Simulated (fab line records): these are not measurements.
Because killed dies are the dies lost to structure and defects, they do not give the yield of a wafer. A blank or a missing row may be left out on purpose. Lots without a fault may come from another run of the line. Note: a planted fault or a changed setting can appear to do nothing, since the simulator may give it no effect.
Which tool is to blame? -- flow sky130 -- 33 wafers from 11 lots sampled at 5 of the route's 708 steps

WHAT THE GAUGES READ, wafer by wafer
No reading from a measuring or inspecting step in the record can be judged against a usual standard deviation.

WHICH TOOL RAN EACH LOT (tool, then ch and the chambers of the sampled wafers, then the start)
lot,SKY_METAL4_ETCH_16,SKY_METAL5_SPUTTER_00,SKY_METAL5_METAL_ETCH_15,SKY_PASSIVATION_CVD_00,SKY_PAD_OPEN_PROBE_99
L826,"rieMetal-02 ch 0,1, day 41 17:23","pvdSputter-04, day 42 19:21","rieMetal-03 ch 0,1, day 43 17:39","pecvd-04 ch 0,1,2, day 43 18:24","prober-01, day 45 15:55"
L828,"rieMetal-03 ch 0,1, day 42 11:47","pvdSputter-04, day 43 14:08","rieMetal-01 ch 0,1, day 44 12:39","pecvd-01 ch 0,1,2, day 44 13:40","prober-01, day 46 11:01"
L830,"rieMetal-03 ch 0,1, day 43 11:36","pvdSputter-01, day 44 13:17","rieMetal-03 ch 1, day 45 11:25","pecvd-01 ch 0,1, day 45 12:15","prober-01, day 47 08:14"
L831,"rieMetal-03 ch 1, day 43 15:13","pvdSputter-04, day 44 16:09","rieMetal-03 ch 0,1, day 45 14:03","pecvd-01 ch 0,2, day 45 14:53","prober-02, day 47 09:14"
L833,"rieMetal-03 ch 0,1, day 44 06:32","pvdSputter-01, day 45 08:37","rieMetal-01 ch 0,1, day 46 05:32","pecvd-01 ch 0,1, day 46 06:26","prober-01, day 48 01:13"
L838,"rieMetal-02 ch 0,1, day 45 09:56","pvdSputter-04, day 46 10:20","rieMetal-04 ch 0,1, day 47 06:16","pecvd-01 ch 0,1,2, day 47 07:02","prober-01, day 49 00:31"
L839,"rieMetal-01 ch 0,1, day 45 16:01","pvdSputter-01, day 46 14:48","rieMetal-01 ch 0,1, day 47 11:06","pecvd-04 ch 0,1,2, day 47 11:55","prober-02, day 49 04:02"
L841,"rieMetal-01 ch 0,1, day 46 08:29","pvdSputter-03, day 47 07:06","rieMetal-04 ch 0,1, day 48 03:25","pecvd-04 ch 0,1,2, day 48 04:22","prober-02, day 49 19:10"
L844,"rieMetal-02 ch 0,1, day 47 03:48","pvdSputter-01, day 48 03:07","rieMetal-04 ch 0,1, day 48 22:22","pecvd-01 ch 0,1,2, day 48 23:12","prober-01, day 50 11:08"
L845,"rieMetal-01 ch 0,1, day 47 04:26","pvdSputter-04, day 48 03:28","rieMetal-01 ch 0,1, day 48 22:45","pecvd-02 ch 0,1,2, day 48 23:33","prober-02, day 50 12:47"
L846,"rieMetal-02 ch 1, day 47 06:42","pvdSputter-03, day 48 05:28","rieMetal-04 ch 0,1, day 48 23:55","pecvd-04 ch 1,2, day 49 00:45","prober-01, day 50 14:08"
- SKY_METAL4_ETCH_16: etches BARC in N2/H2, stops on SiO2, time 88.2 s, target depth 60 nm.
- SKY_METAL5_SPUTTER_00: material Ti, target thk 15 nm, time 10 s.
- SKY_METAL5_METAL_ETCH_15: etches the open film in Cl2/BCl3, stops on SiO2, target depth 1260 nm, time 252 s.
- SKY_PASSIVATION_CVD_00: deposits SiO2, target thk 90 nm.
- SKY_PAD_OPEN_PROBE_99

WHAT THE TOOLS THEMSELVES READ (means of the sampled wafers that have a number; where no wafer has one, the mark that the record gives instead)
SKY_METAL4_ETCH_16. Usual: drypumpMotorCurrentA 5.87 A, standard deviation 0.25; oesProductAu 0.626 a.u., standard deviation 0.0044; throttleValvePct 13.205 %, standard deviation 0.009.
lot,tool,drypumpMotorCurrentA (A),oesProductAu (a.u.),throttleValvePct (%),flag
L826,rieMetal-02,5.76,0.630,13.193,
L828,rieMetal-03,6.01,0.625,13.217,
L830,rieMetal-03,6.00,0.623,13.211,
L831,rieMetal-03,5.96,0.625,13.193,
L833,rieMetal-03,6.03,0.626,13.209,
L838,rieMetal-02,5.80,0.622,13.210,
L839,rieMetal-01,5.73,0.626,13.218,
L841,rieMetal-01,5.96,0.628,13.212,
L844,rieMetal-02,5.70,0.629,13.210,
L845,rieMetal-01,5.94,0.625,13.203,
L846,rieMetal-02,5.86,0.625,13.204,

SKY_METAL5_SPUTTER_00. Usual: throttleValvePct 30.0 %, standard deviation 0.91.
lot,tool,throttleValvePct (%),flag
L826,pvdSputter-04,30.9,
L828,pvdSputter-04,30.5,
L830,pvdSputter-01,29.8,
L831,pvdSputter-04,30.0,
L833,pvdSputter-01,29.3,
L838,pvdSputter-04,30.4,
L839,pvdSputter-01,29.1,
L841,pvdSputter-03,30.1,
L844,pvdSputter-01,29.9,
L845,pvdSputter-04,29.9,
L846,pvdSputter-03,29.6,

SKY_METAL5_METAL_ETCH_15. Usual: drypumpMotorCurrentA 5.99 A, standard deviation 0.22; mfcCl2Sccm 60.00 sccm, standard deviation 0.15; oesProductAu 0.894 a.u., standard deviation 0.0051; throttleValvePct 22.265 %, standard deviation 0.0091.
lot,tool,drypumpMotorCurrentA (A),mfcCl2Sccm (sccm),oesProductAu (a.u.),throttleValvePct (%),flag
L826,rieMetal-03,6.02,59.87,0.894,22.264,
L828,rieMetal-01,5.94,59.91,0.895,22.271,
L830,rieMetal-03,5.97,59.90,0.895,22.261,
L831,rieMetal-03,6.00,60.02,0.888,22.266,
L833,rieMetal-01,5.70,60.04,0.889,22.262,
L838,rieMetal-04,6.13,59.94,0.894,22.265,
L839,rieMetal-01,5.69,60.07,0.895,22.252,
L841,rieMetal-04,6.13,59.95,0.898,22.275,
L844,rieMetal-04,6.04,59.97,0.898,22.257,
L845,rieMetal-01,5.94,59.84,0.895,22.273,
L846,rieMetal-04,6.12,59.98,0.901,22.265,

SKY_PASSIVATION_CVD_00. Usual: heaterPowerW 694 W, standard deviation 99; susceptorTempC 399.98 C, standard deviation 0.21.
lot,tool,heaterPowerW (W),susceptorTempC (C),flag
L826,pecvd-04,652,399.91,
L828,pecvd-01,692,399.87,
L830,pecvd-01,648,400.28,
L831,pecvd-01,686,399.64,
L833,pecvd-01,728,399.85,
L838,pecvd-01,620,400.00,
L839,pecvd-04,605,399.63,
L841,pecvd-04,653,400.12,
L844,pecvd-01,679,400.10,
L845,pecvd-02,771,400.05,
L846,pecvd-04,700,400.06,

SKY_PAD_OPEN_PROBE_99. Usual: defectLimitedYield 82.8 %, standard deviation 1.9; killed_at_M0_to_M3 42, standard deviation 6.9; killed_at_M4_up 3.2, standard deviation 1.7; killedAtContacts 23, standard deviation 5.5; killedAtFrontEnd 16, standard deviation 4; killedAtOther 0.4, standard deviation 0.55; killedDies 85, standard deviation 9.2; killedOpen 46, standard deviation 6.8; killedShort 38, standard deviation 6.2; sort_bin_3_pad_short 0.9 %, standard deviation 0.4; sort_bin_5_function 10.2 %, standard deviation 1.5; sort_bin_6_memory 6.2 %, standard deviation 1.1; sortNPass 407, standard deviation 9.2; sortYieldPct 82.8 %, standard deviation 1.9.
lot,tool,defectLimitedYield (%),killed_at_M0_to_M3,killed_at_M4_up,killedAtContacts,killedAtFrontEnd,killedAtOther,killedDies,killedOpen,killedShort,sort_bin_3_pad_short (%),sort_bin_5_function (%),sort_bin_6_memory (%),sortNPass,sortYieldPct (%),flag
L826,prober-01,80.4,49,4.0,27,16,0.0,96,49,48,1.3,10.7,7.5,396,80.4,
L828,prober-01,83.4,42,3.0,19,17,0.0,81,44,37,0.9,9.4,6.3,411,83.4,
L830,prober-01,82.8,37,4.7,25,17,0.7,85,44,40,0.8,9.7,6.6,407,82.8,
L831,prober-02,70.9,36,67.7,21,18,0.7,143,39,37,5.0,17.7,6.4,349,70.9,OFF
L833,prober-01,76.3,38,49.0,17,13,0.3,117,39,31,3.6,13.9,6.2,375,76.3,OFF
L838,prober-01,83.9,36,4.3,24,14,0.3,79,44,35,0.7,9.5,5.8,413,83.9,
L839,prober-02,80.6,48,2.7,26,18,0.3,95,47,47,1.3,10.8,7.3,397,80.6,
L841,prober-02,82.1,44,4.7,25,14,0.3,88,51,36,0.6,10.9,6.4,404,82.1,
L844,prober-01,82.0,48,3.7,21,15,0.0,88,46,42,0.8,10.7,6.5,404,82.0,
L845,prober-02,82.6,47,3.0,21,14,0.3,85,44,41,0.5,10.9,6.0,407,82.6,
L846,prober-01,83.7,42,3.7,20,15,0.3,80,46,34,1.1,9.7,5.5,412,83.7,

THE ANSWER, worked out from the rows above alone
Rule: a lot counts as off when the mean over its wafers that have a number is more than 3 standard deviations away from the usual mean. Also off: a lot with no number at a reading for which 4 or more lots have one. The other lots that the step has rows for count as sound. Order of review: gauges by route order, followed by the tools' own readings, for which a lot's mean as printed above is used. The first step at which some lot is off is used, and at that step the reading that is off furthest; a lot without a number counts as furthest.
Off, at SKY_PAD_OPEN_PROBE_99 on killed_at_M4_up: L831, L833.
A tool fits if, at that step or a process step before it, it ran every lot that is off, and no sound lot after the first of them. One candidate fits, namely rieMetal-03 at SKY_METAL4_ETCH_16. Its last sound lot is L830 (day 43 11:36), its first lot that is off L831 (day 43 15:13): a fault that began between those two fits.

WHAT THE SIMULATOR HAD INSERTED
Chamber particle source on rieMetal-03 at SKY_METAL4_ETCH_16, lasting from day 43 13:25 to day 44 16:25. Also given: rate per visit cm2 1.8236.
Shown lots that were struck: L831, L833. The same result came from the rule above.
